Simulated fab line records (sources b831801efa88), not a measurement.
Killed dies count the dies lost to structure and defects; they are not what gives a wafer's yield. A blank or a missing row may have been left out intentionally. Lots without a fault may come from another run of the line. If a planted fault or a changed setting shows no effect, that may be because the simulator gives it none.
Comparing a struck lot with a sound one | flow sky130 | 14 out of 708 route steps
Sound: these wafers, L586.3, L586.5, L586.6. Wafers L598.1, L598.4, L598.6 were the ones struck. Last of all comes the cause.
Each step with rows lists, per side, the tool, then ch with its chambers, then its first start. Under that, the readings that differ: sound wafers | struck wafers | difference of the means | sigmas: that difference in standard deviations of wafers without a fault.
alike: readings with means less than 2 such deviations apart, plus words and numbers identical on both sides. not compared: withheld readings, readings lacking a value on some wafer, bounds such as >300 that could conceal the same value, and numbers that have no deviation in the record and whose values overlap.
A row with sigmas, a row that says differs or no value, or rows on one side alone: a step with any of these is where the two part. Numbers that have no deviation but don't overlap get no sigmas and don't part them. A reading missing from all wafers of one side parts the sides only when that side holds two or more wafers.

first, 1 step without rows for these wafers: SKY_CAPM_DEVELOP_11 (develop time 60 s).
SKY_CAPM_OVL_MEAS_12:
  sound on overlay-02, day 39 21:57; struck on overlay-02, day 43 04:50
  alike: CAPM_OVL
SKY_CAPM_METAL_ETCH_13: etches TiN in Cl2/BCl3, stops on SiO2, target depth 220 nm, time 62.9 s.
  sound on rieMetal-02 ch 0, day 39 22:02; struck on rieMetal-02 ch 0,1, day 43 04:53
  alike: drypumpMotorCurrentA, oesProductAu, throttleValvePct
  not compared: rfHoursCounterH
SKY_CAPM_STRIP_14: strips in O2/N2.
  sound on plasmaAsher-04 ch 0,1, day 39 22:10; struck on plasmaAsher-02 ch 0,1, day 43 04:57
  alike: drypumpMotorCurrentA, oesProductAu, stripTimeToEndpointS
  not compared: rfHoursCounterH
then, 8 steps without rows for these wafers: SKY_CAPM_STRIP_15 (strips in post etch residue remover, time 1200 s); SKY_CAPM_CLEAN_16 (cleans in IPA, time 180 s); SKY_CAPM_CLEAN_17 (cleans in O3/DIW); SKY_METAL3_DEHYDRATE_05 (time 60 s); SKY_METAL3_HMDS_06 (prime time 60 s); SKY_METAL3_COAT_07 (resist thk 60 nm); SKY_METAL3_COAT_08 (resist thk 1140 nm); SKY_METAL3_SOFTBAKE_09 (time 90 s).
SKY_METAL3_EXPOSE_10: exposes mask MM3, target cd 300 nm.
  sound on krfScanner-02 ch 0, day 40 11:05; struck on krfScanner-01, day 43 17:33
  no value came back on the struck wafers for exposureDoseMJCm2, focusOffsetNm (nm), sigmaOuter; on the sound wafers exposureDoseMJCm2 reads 28.0 28.0 28.0
  alike: mask
next, for these wafers, 1 step has no rows: SKY_METAL3_PEB_11.

== WHERE THEY PART ==
SKY_METAL3_EXPOSE_10 only, going by this record.

WHY: the cause the simulator had injected
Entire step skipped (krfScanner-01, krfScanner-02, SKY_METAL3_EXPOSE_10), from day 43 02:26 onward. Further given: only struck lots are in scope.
